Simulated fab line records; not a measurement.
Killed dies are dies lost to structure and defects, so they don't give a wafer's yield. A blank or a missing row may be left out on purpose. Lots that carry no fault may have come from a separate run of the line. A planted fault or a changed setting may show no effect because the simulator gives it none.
Tool commonality check || flow gf180mcu || 15 lots, 45 wafers sampled

## THE REASON FOR OPENING IT
GF_LVPWELL_TW_MEAS_11, reading LVPWELL_TW: flagged on 3 of 15 lots. Wafers without a fault read 557, standard deviation 9.4.
Rule: a lot is flagged when every wafer of it that has a number lies more than 4 standard deviations from that mean, or none has a number. All remaining lots are regarded as sound.

{"lot": "L584", "measured": "day 4 06:44", "on": "film_metro-02", "LVPWELL_TW, wafer by wafer": "551 555 550", "flag": ""}
{"lot": "L586", "measured": "day 4 14:35", "on": "film_metro-01", "LVPWELL_TW, wafer by wafer": "556 558 554", "flag": ""}
{"lot": "L587", "measured": "day 4 18:05", "on": "film_metro-02", "LVPWELL_TW, wafer by wafer": "550 549 549", "flag": ""}
{"lot": "L590", "measured": "day 5 13:29", "on": "film_metro-04", "LVPWELL_TW, wafer by wafer": "568 568 568", "flag": ""}
{"lot": "L594", "measured": "day 6 12:53", "on": "film_metro-01", "LVPWELL_TW, wafer by wafer": "554 551 554", "flag": ""}
{"lot": "L595", "measured": "day 6 15:38", "on": "film_metro-02", "LVPWELL_TW, wafer by wafer": "600 598 598", "flag": "FLAGGED"}
{"lot": "L596", "measured": "day 6 19:46", "on": "film_metro-02", "LVPWELL_TW, wafer by wafer": "604 600 600", "flag": "FLAGGED"}
{"lot": "L597", "measured": "day 7 05:23", "on": "film_metro-04", "LVPWELL_TW, wafer by wafer": "624 624 622", "flag": "FLAGGED"}
{"lot": "L599", "measured": "day 7 14:31", "on": "film_metro-02", "LVPWELL_TW, wafer by wafer": "548 546 547", "flag": ""}
{"lot": "L600", "measured": "day 7 22:46", "on": "film_metro-01", "LVPWELL_TW, wafer by wafer": "553 553 550", "flag": ""}
{"lot": "L601", "measured": "day 8 01:55", "on": "film_metro-02", "LVPWELL_TW, wafer by wafer": "550 551 549", "flag": ""}
{"lot": "L602", "measured": "day 8 08:39", "on": "film_metro-04", "LVPWELL_TW, wafer by wafer": "575 571 572", "flag": ""}
{"lot": "L603", "measured": "day 8 13:25", "on": "film_metro-01", "LVPWELL_TW, wafer by wafer": "555 554 555", "flag": ""}
{"lot": "L604", "measured": "day 8 19:13", "on": "film_metro-04", "LVPWELL_TW, wafer by wafer": "571 570 570", "flag": ""}
{"lot": "L606", "measured": "day 9 05:07", "on": "film_metro-02", "LVPWELL_TW, wafer by wafer": "550 551 551", "flag": ""}
The numbers of the flagged lots are 608 on average: +51 against the usual, or +5 standard deviations.

## EACH LOT AND THE TOOL IT RAN ON
The record keeps 1 process step preceding the reading, out of 602 steps on the route. Every cell lists first the tool, next ch and the chambers used by the sampled wafers, and last the start.
{"lot": "L584", "flag": "", "GF_LVPWELL_IMPLANT_08": "implanter-03 ch 0, day 4 06:20"}
{"lot": "L586", "flag": "", "GF_LVPWELL_IMPLANT_08": "implanter-03 ch 0, day 4 14:13"}
{"lot": "L587", "flag": "", "GF_LVPWELL_IMPLANT_08": "implanter-03 ch 0, day 4 17:41"}
{"lot": "L590", "flag": "", "GF_LVPWELL_IMPLANT_08": "implanter-04 ch 0, day 5 13:07"}
{"lot": "L594", "flag": "", "GF_LVPWELL_IMPLANT_08": "implanter-03 ch 0, day 6 12:30"}
{"lot": "L595", "flag": "FLAGGED", "GF_LVPWELL_IMPLANT_08": "implanter-04 ch 0, day 6 15:16"}
{"lot": "L596", "flag": "FLAGGED", "GF_LVPWELL_IMPLANT_08": "implanter-04 ch 0, day 6 19:22"}
{"lot": "L597", "flag": "FLAGGED", "GF_LVPWELL_IMPLANT_08": "implanter-04 ch 0, day 7 05:02"}
{"lot": "L599", "flag": "", "GF_LVPWELL_IMPLANT_08": "implanter-01 ch 0, day 7 14:08"}
{"lot": "L600", "flag": "", "GF_LVPWELL_IMPLANT_08": "implanter-01 ch 0, day 7 22:22"}
{"lot": "L601", "flag": "", "GF_LVPWELL_IMPLANT_08": "implanter-01 ch 0, day 8 01:31"}
{"lot": "L602", "flag": "", "GF_LVPWELL_IMPLANT_08": "implanter-03 ch 0, day 8 08:16"}
{"lot": "L603", "flag": "", "GF_LVPWELL_IMPLANT_08": "implanter-03 ch 0, day 8 13:02"}
{"lot": "L604", "flag": "", "GF_LVPWELL_IMPLANT_08": "implanter-03 ch 0, day 8 18:52"}
{"lot": "L606", "flag": "", "GF_LVPWELL_IMPLANT_08": "implanter-01 ch 0, day 9 04:43"}
What is done by these steps:
- GF_LVPWELL_IMPLANT_08
- GF_LVPWELL_TW_MEAS_11

## FLAGGED AGAINST TOTAL, ONE TOOL AT A TIME (gauges that did the reading follow at the end)
{"step": "GF_LVPWELL_IMPLANT_08", "tool": "implanter-01", "lots run": 4, "flagged": 0, "share of the flagged lots": "none", "sound lots run after its first flagged lot": "-"}
{"step": "GF_LVPWELL_IMPLANT_08", "tool": "implanter-03", "lots run": 7, "flagged": 0, "share of the flagged lots": "none", "sound lots run after its first flagged lot": "-"}
{"step": "GF_LVPWELL_IMPLANT_08", "tool": "implanter-04", "lots run": 4, "flagged": 3, "share of the flagged lots": "all", "sound lots run after its first flagged lot": 0}
{"step": "GF_LVPWELL_TW_MEAS_11", "tool": "film_metro-01", "lots run": 4, "flagged": 0, "share of the flagged lots": "none", "sound lots run after its first flagged lot": "-"}
{"step": "GF_LVPWELL_TW_MEAS_11", "tool": "film_metro-02", "lots run": 7, "flagged": 2, "share of the flagged lots": "some", "sound lots run after its first flagged lot": "3 (L599,L601,L606)"}
{"step": "GF_LVPWELL_TW_MEAS_11", "tool": "film_metro-04", "lots run": 4, "flagged": 1, "share of the flagged lots": "some", "sound lots run after its first flagged lot": "2 (L602,L604)"}

## THE TABLE: WHAT IT ALLOWS
All flagged lots share 1 row of the table, namely implanter-04 at GF_LVPWELL_IMPLANT_08.
- implanter-04 at GF_LVPWELL_IMPLANT_08: 3 of its 4 lots flagged. Last sound lot L590 at day 5 13:07, first flagged lot L595 at day 6 15:16; a fault beginning in between fits. Its own readings (tilt_deg) fall more than 4 standard deviations out on all wafers of the flagged lots.
Just one tool remains: implanter-04 at GF_LVPWELL_IMPLANT_08.

## WHAT THE SIMULATOR HAD INSERTED
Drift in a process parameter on implanter-04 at GF_LVPWELL_IMPLANT_08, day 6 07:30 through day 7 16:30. From 0, the setting tilt_deg moved by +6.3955. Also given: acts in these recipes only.
Lots struck among those shown: L595, L596, L597. Same finding as the rule above.
